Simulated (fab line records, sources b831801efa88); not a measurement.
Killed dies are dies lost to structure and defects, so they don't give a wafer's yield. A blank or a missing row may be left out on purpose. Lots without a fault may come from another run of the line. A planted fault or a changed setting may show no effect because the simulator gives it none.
Which tool did it? | flow gf180mcu | 24 lots, 72 wafers sampled, at 4 steps of a route of 602

WHAT THE GAUGES READ, wafer by wafer
GF_M3_CD_MEAS_14: target cd 280 nm. Usual: cd_nm 280.4 nm, standard deviation 1.1.
lot  | measured     | on        | cd_nm (nm)        | flag
L074 | day 21 09:38 | cd_sem-02 | 280.4 281.4 281.0 |
L075 | day 21 17:09 | cd_sem-02 | 281.4 280.5 282.0 |
L076 | day 22 03:10 | cd_sem-02 | 280.8 282.7 280.8 |
L077 | day 22 17:33 | cd_sem-01 | 280.7 280.7 282.0 |
L078 | day 23 04:14 | cd_sem-02 | 279.7 279.4 279.0 |
L079 | day 23 06:58 | cd_sem-01 | 279.0 279.6 278.8 |
L080 | day 23 16:59 | cd_sem-01 | 279.4 280.5 279.6 |
L081 | day 23 20:25 | cd_sem-02 | 281.1 281.5 282.2 |
L082 | day 24 04:04 | cd_sem-01 | 279.8 279.4 281.4 |
L083 | day 24 13:37 | cd_sem-02 | 280.3 282.1 281.2 |
L084 | day 24 20:40 | cd_sem-01 | 279.3 279.9 280.0 |
L085 | day 25 10:31 | cd_sem-02 | 279.3 279.5 281.0 |
L086 | day 25 16:44 | cd_sem-01 | 277.4 278.5 278.2 |
L087 | day 25 21:52 | cd_sem-01 | 282.1 281.6 281.4 |
L088 | day 26 08:59 | cd_sem-01 | 279.6 279.0 278.5 |
L089 | day 26 12:40 | cd_sem-01 | 278.8 279.1 280.6 |
L090 | day 26 23:47 | cd_sem-01 | 278.5 280.8 279.6 |
L091 | day 27 03:49 | cd_sem-01 | 281.4 282.4 281.5 |
L092 | day 27 19:41 | cd_sem-01 | 280.7 279.9 281.3 |
L093 | day 28 00:44 | cd_sem-02 | 280.0 281.1 281.5 |
L094 | day 28 03:20 | cd_sem-01 | 282.3 281.2 283.2 |
L095 | day 28 05:41 | cd_sem-01 | 280.3 280.7 280.8 |
L096 | day 28 14:57 | cd_sem-01 | 280.4 281.0 281.2 |
L097 | day 28 23:22 | cd_sem-02 | 279.0 279.9 279.2 |

WHICH TOOL RAN EACH LOT (tool, then ch and the chambers of the sampled wafers, then the start)
lot  | GF_V1_ETCH_16                      | GF_V1_STRIP_18                       | GF_M3_SOFTBAKE_10
L074 | rie_diel-04 ch 0,2,3, day 18 04:11 | plasma_asher-02 ch 0,1, day 18 04:19 | litho_track-01 ch 0, day 20 22:02
L075 | rie_diel-03 ch 2,3, day 18 13:49   | plasma_asher-02 ch 0,1, day 18 13:57 | litho_track-01 ch 0, day 21 06:02
L076 | rie_diel-03 ch 0,2,3, day 18 22:31 | plasma_asher-03 ch 1, day 18 22:39   | litho_track-04 ch 0, day 21 15:11
L077 | rie_diel-04 ch 0,3, day 19 14:40   | plasma_asher-02 ch 0,1, day 19 14:48 | litho_track-02 ch 0, day 22 06:12
L078 | rie_diel-04 ch 0,1,2, day 20 02:40 | plasma_asher-03 ch 0,1, day 20 02:48 | litho_track-01 ch 0, day 22 16:52
L079 | rie_diel-02 ch 0,1, day 20 03:22   | plasma_asher-04 ch 0,1, day 20 03:30 | litho_track-01 ch 0, day 22 18:58
L080 | rie_diel-04 ch 0,1, day 20 14:43   | plasma_asher-02 ch 0,1, day 20 14:51 | litho_track-02 ch 0, day 23 05:48
L081 | rie_diel-02 ch 0,1,3, day 20 19:04 | plasma_asher-03 ch 0,1, day 20 19:14 | litho_track-04 ch 0, day 23 09:32
L082 | rie_diel-03 ch 0,1, day 21 03:55   | plasma_asher-03 ch 0,1, day 21 04:05 | litho_track-04 ch 0, day 23 17:11
L083 | rie_diel-02 ch 0,2, day 21 11:23   | plasma_asher-02 ch 1, day 21 11:31   | litho_track-04 ch 0, day 24 02:53
L084 | rie_diel-02 ch 0,1, day 21 21:05   | plasma_asher-04 ch 0,1, day 21 21:15 | litho_track-04 ch 0, day 24 10:11
L085 | rie_diel-02 ch 0,2, day 22 11:01   | plasma_asher-04 ch 0,1, day 22 11:11 | litho_track-04 ch 0, day 24 23:56
L086 | rie_diel-02 ch 0,2,3, day 22 16:52 | plasma_asher-02 ch 0,1, day 22 17:02 | litho_track-02 ch 0, day 25 06:12
L087 | rie_diel-04 ch 0,1,2, day 22 23:08 | plasma_asher-04 ch 0,1, day 22 23:18 | litho_track-01 ch 0, day 25 11:13
L088 | rie_diel-04 ch 1,2,3, day 23 09:56 | plasma_asher-02 ch 0,1, day 23 10:06 | litho_track-04 ch 0, day 25 22:22
L089 | rie_diel-04 ch 0,2, day 23 15:29   | plasma_asher-03 ch 0,1, day 23 15:39 | litho_track-04 ch 0, day 26 02:32
L090 | rie_diel-02 ch 0,1,3, day 24 03:34 | plasma_asher-02 ch 0,1, day 24 03:42 | litho_track-04 ch 0, day 26 13:17
L091 | rie_diel-02 ch 1,2,3, day 24 07:40 | plasma_asher-02 ch 0,1, day 24 07:50 | litho_track-02 ch 0, day 26 17:11
L092 | rie_diel-02 ch 1,2,3, day 25 02:02 | plasma_asher-04 ch 0,1, day 25 02:10 | litho_track-02 ch 0, day 27 09:53
L093 | rie_diel-04 ch 1,2,3, day 25 06:47 | plasma_asher-04 ch 0,1, day 25 06:55 | litho_track-04 ch 0, day 27 14:49
L094 | rie_diel-04 ch 1,2,3, day 25 08:28 | plasma_asher-04 ch 0,1, day 25 08:35 | litho_track-01 ch 0, day 27 17:14
L095 | rie_diel-04 ch 1,2,3, day 25 12:29 | plasma_asher-04 ch 0,1, day 25 12:37 | litho_track-02 ch 0, day 27 19:57
L096 | rie_diel-03 ch 1,2,3, day 25 22:25 | plasma_asher-02 ch 0,1, day 25 22:32 | litho_track-04 ch 0, day 28 05:28
L097 | rie_diel-02 ch 0,1,3, day 26 06:17 | plasma_asher-03 ch 0,1, day 26 06:25 | litho_track-04 ch 0, day 28 12:56
- GF_V1_ETCH_16: etches BARC in N2/H2.
- GF_V1_STRIP_18: strips in O2/N2.
- GF_M3_SOFTBAKE_10: time 60.96 s.

WHAT THE TOOLS THEMSELVES READ (means of the sampled wafers that have a number; where no wafer has one, the mark that the record gives instead)
GF_V1_ETCH_16. Usual: drypump_motor_current_A 5.7 A, standard deviation 0.36; h2_flow_sccm 200.0 sccm, standard deviation 0.56; oes_product_au 0.855 a.u., standard deviation 0.0046; throttle_valve_pct 13.225 %, standard deviation 0.0088.
lot  | tool        | drypump_motor_current_A (A) | h2_flow_sccm (sccm) | oes_product_au (a.u.) | throttle_valve_pct (%) | flag
L074 | rie_diel-04 | 5.7                         | 199.7               | 0.858                 | 13.224                 |
L075 | rie_diel-03 | 5.9                         | 200.2               | 0.854                 | 13.215                 |
L076 | rie_diel-03 | 6.1                         | 201.0               | 0.856                 | 13.220                 |
L077 | rie_diel-04 | 5.6                         | 200.2               | 0.860                 | 13.231                 |
L078 | rie_diel-04 | 5.9                         | 200.0               | 0.852                 | 13.223                 |
L079 | rie_diel-02 | 5.2                         | 199.8               | 0.851                 | 13.222                 |
L080 | rie_diel-04 | 5.9                         | 200.0               | 0.858                 | 13.215                 |
L081 | rie_diel-02 | 5.4                         | 199.9               | 0.859                 | 13.238                 |
L082 | rie_diel-03 | 6.1                         | 199.7               | 0.857                 | 13.225                 |
L083 | rie_diel-02 | 5.5                         | 200.3               | 0.855                 | 13.233                 |
L084 | rie_diel-02 | 5.2                         | 199.7               | 0.857                 | 13.219                 |
L085 | rie_diel-02 | 5.5                         | 200.1               | 0.860                 | 13.221                 |
L086 | rie_diel-02 | 5.6                         | 200.0               | 0.854                 | 13.228                 |
L087 | rie_diel-04 | 5.9                         | 199.9               | 0.853                 | 13.220                 |
L088 | rie_diel-04 | 5.8                         | 199.6               | 0.852                 | 13.224                 |
L089 | rie_diel-04 | 5.9                         | 200.3               | 0.850                 | 13.229                 |
L090 | rie_diel-02 | 5.4                         | 200.0               | 0.856                 | 13.226                 |
L091 | rie_diel-02 | 5.5                         | 199.9               | 0.853                 | 13.225                 |
L092 | rie_diel-02 | 5.6                         | 199.8               | 0.854                 | 13.233                 |
L093 | rie_diel-04 | 5.8                         | 200.4               | 0.854                 | 13.227                 |
L094 | rie_diel-04 | 5.8                         | 200.4               | 0.851                 | 13.221                 |
L095 | rie_diel-04 | 5.8                         | 200.0               | 0.854                 | 13.225                 |
L096 | rie_diel-03 | 6.1                         | 199.8               | 0.851                 | 13.219                 |
L097 | rie_diel-02 | 5.4                         | 200.0               | 0.858                 | 13.232                 |

GF_V1_STRIP_18. Usual: drypump_motor_current_A 5.6 A, standard deviation 0.59; heater_power_w 338 W, standard deviation 39; oes_product_au 0.592 a.u., standard deviation 0.0043.
lot  | tool            | drypump_motor_current_A (A) | heater_power_w (W) | oes_product_au (a.u.) | flag
L074 | plasma_asher-02 | 6.2                         | 323                | 0.588                 |
L075 | plasma_asher-02 | 6.2                         | 327                | 0.593                 |
L076 | plasma_asher-03 | 5.9                         | 293                | 0.592                 |
L077 | plasma_asher-02 | 6.2                         | 326                | 0.593                 |
L078 | plasma_asher-03 | 5.3                         | 326                | 0.594                 |
L079 | plasma_asher-04 | 5.0                         | 350                | 0.591                 |
L080 | plasma_asher-02 | 6.2                         | 326                | 0.597                 |
L081 | plasma_asher-03 | 5.5                         | 311                | 0.593                 |
L082 | plasma_asher-03 | 5.5                         | 311                | 0.591                 |
L083 | plasma_asher-02 | 5.8                         | 325                | 0.584                 |
L084 | plasma_asher-04 | 5.3                         | 381                | 0.595                 |
L085 | plasma_asher-04 | 5.0                         | 351                | 0.596                 |
L086 | plasma_asher-02 | 6.0                         | 324                | 0.592                 |
L087 | plasma_asher-04 | 5.0                         | 348                | 0.593                 |
L088 | plasma_asher-02 | 6.0                         | 329                | 0.591                 |
L089 | plasma_asher-03 | 5.6                         | 312                | 0.589                 |
L090 | plasma_asher-02 | 6.0                         | 324                | 0.596                 |
L091 | plasma_asher-02 | 6.0                         | 327                | 0.591                 |
L092 | plasma_asher-04 | 5.0                         | 350                | 0.597                 |
L093 | plasma_asher-04 | 5.3                         | 381                | 0.596                 |
L094 | plasma_asher-04 | 5.0                         | 350                | 0.595                 |
L095 | plasma_asher-04 | 4.9                         | 351                | 0.593                 |
L096 | plasma_asher-02 | 6.2                         | 327                | 0.593                 |
L097 | plasma_asher-03 | 5.3                         | 331                | 0.591                 |

GF_M3_SOFTBAKE_10. Usual: plate_sensor_t_centre_C 131.02 C, standard deviation 0.011; plate_sensor_t_edge_C 131.21 C, standard deviation 0.01; softbake_temp_c 129.99 C, standard deviation 0.14.
lot  | tool           | plate_sensor_t_centre_C (C) | plate_sensor_t_edge_C (C) | softbake_temp_c (C) | flag
L074 | litho_track-01 | 131.01                      | 131.21                    | 129.93              |
L075 | litho_track-01 | 131.02                      | 131.21                    | 130.00              |
L076 | litho_track-04 | 131.02                      | 131.20                    | 130.02              |
L077 | litho_track-02 | 131.02                      | 131.20                    | 130.00              |
L078 | litho_track-01 | 131.01                      | 131.22                    | 130.00              |
L079 | litho_track-01 | 131.01                      | 131.21                    | 130.00              |
L080 | litho_track-02 | 131.02                      | 131.21                    | 130.06              |
L081 | litho_track-04 | 131.00                      | 131.22                    | 129.92              |
L082 | litho_track-04 | 131.02                      | 131.21                    | 129.96              |
L083 | litho_track-04 | 131.02                      | 131.21                    | 129.93              |
L084 | litho_track-04 | 131.02                      | 131.21                    | 130.23              |
L085 | litho_track-04 | 131.01                      | 131.21                    | 130.25              |
L086 | litho_track-02 | 131.02                      | 131.21                    | 129.95              |
L087 | litho_track-01 | 131.02                      | 131.20                    | 129.97              |
L088 | litho_track-04 | 131.02                      | 131.22                    | 130.10              |
L089 | litho_track-04 | 131.02                      | 131.21                    | 129.91              |
L090 | litho_track-04 | 131.02                      | 131.21                    | 129.94              |
L091 | litho_track-02 | 131.02                      | 131.21                    | 130.06              |
L092 | litho_track-02 | 131.02                      | 131.21                    | 130.03              |
L093 | litho_track-04 | 131.02                      | 131.21                    | 129.99              |
L094 | litho_track-01 | 131.01                      | 131.21                    | 129.96              |
L095 | litho_track-02 | 131.02                      | 131.20                    | 129.95              |
L096 | litho_track-04 | 131.01                      | 131.21                    | 129.84              |
L097 | litho_track-04 | 131.01                      | 131.21                    | 129.74              |

THE ANSWER, worked out from the rows above alone
Rule: a lot is off if the mean of its wafers that have a number lies more than 3 standard deviations from the usual mean. A lot without any number at a reading at which 4 lots or more have one is off too. The other lots that the step has rows for count as sound. The gauges are gone through in route order, then the tools' own readings, and for those a lot's mean is taken as printed above. The first step at which some lot is off is used, and at that step the reading that is off furthest; a lot without a number counts as furthest.
No lot is off at any reading shown: from this, nothing can be told.

WHAT THE SIMULATOR HAD PUT IN
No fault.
